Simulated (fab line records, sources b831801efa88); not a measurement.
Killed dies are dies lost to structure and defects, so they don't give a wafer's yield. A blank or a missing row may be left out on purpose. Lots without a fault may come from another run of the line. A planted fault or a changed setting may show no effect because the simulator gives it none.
Chamber matching | flow sky130 | SKY_VIA4_CMP_21 on cmp-01: 4 sister chambers
The step polishes, stops on SiO2, t overpolish 25 s, target thk 0 nm. 8 wafers are shown with their chamber, then 7 later ones without.

WAFERS WITH THEIR CHAMBER
wafer  | chamber | motor_current_A (A) | overpolish_run_s (s)
L295.5 | 1       | 11.6                | 24.996
L296.5 | 0       | 11.2                | 24.992
L296.6 | 3       | 8.8                 | 24.987
L297.1 | 1       | 11.3                | 25.004
L297.4 | 2       | 10.4                | 25.001
L297.6 | 0       | 11.9                | 25.005
L300.1 | 3       | 8.8                 | 24.982
L300.2 | 2       | 10.7                | 24.987

WAFERS WITHOUT THEIR CHAMBER
wafer  | motor_current_A (A) | overpolish_run_s (s)
L300.3 | 11.0                | 25.008
L301.2 | 11.2                | 25.024
L301.3 | 9.8                 | 24.991
L301.5 | 11.2                | 24.978
L309.2 | 11.7                | 25.008
L309.3 | 10.3                | 25.006
L309.5 | 11.5                | 24.984

WHICH CHAMBER EACH WENT THROUGH
wafer  | from the rows above          | in truth
L300.3 | can't be placed: 1 or 0 or 2 | 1
L301.2 | can't be placed: 1 or 0 or 2 | 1
L301.3 | can't be placed: 2 or 3      | 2
L301.5 | can't be placed: 0 or 1 or 2 | 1
L309.2 | can't be placed: 0 or 1      | 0
L309.3 | 2                            | 2
L309.5 | can't be placed: 0 or 1 or 2 | 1
Placed correctly: 1 of 7. Can't be placed from these rows: 6 (the true chamber is among the candidates in 6). Placed wrongly: 0.
How it was worked out, from the rows above alone: a wafer's distance from a chamber is the root of the sum, over the readings, of the square of ((its reading less the chamber's mean) divided by the reading's scatter). The wafer belongs to the nearest chamber; if the next one is less than 2 further off, it can't be placed. A chamber's mean is the mean of its shown wafers. The scatter: the root of (the sum of the squares of (reading less its chamber's mean) over the shown wafers, divided by (wafers less chambers)).
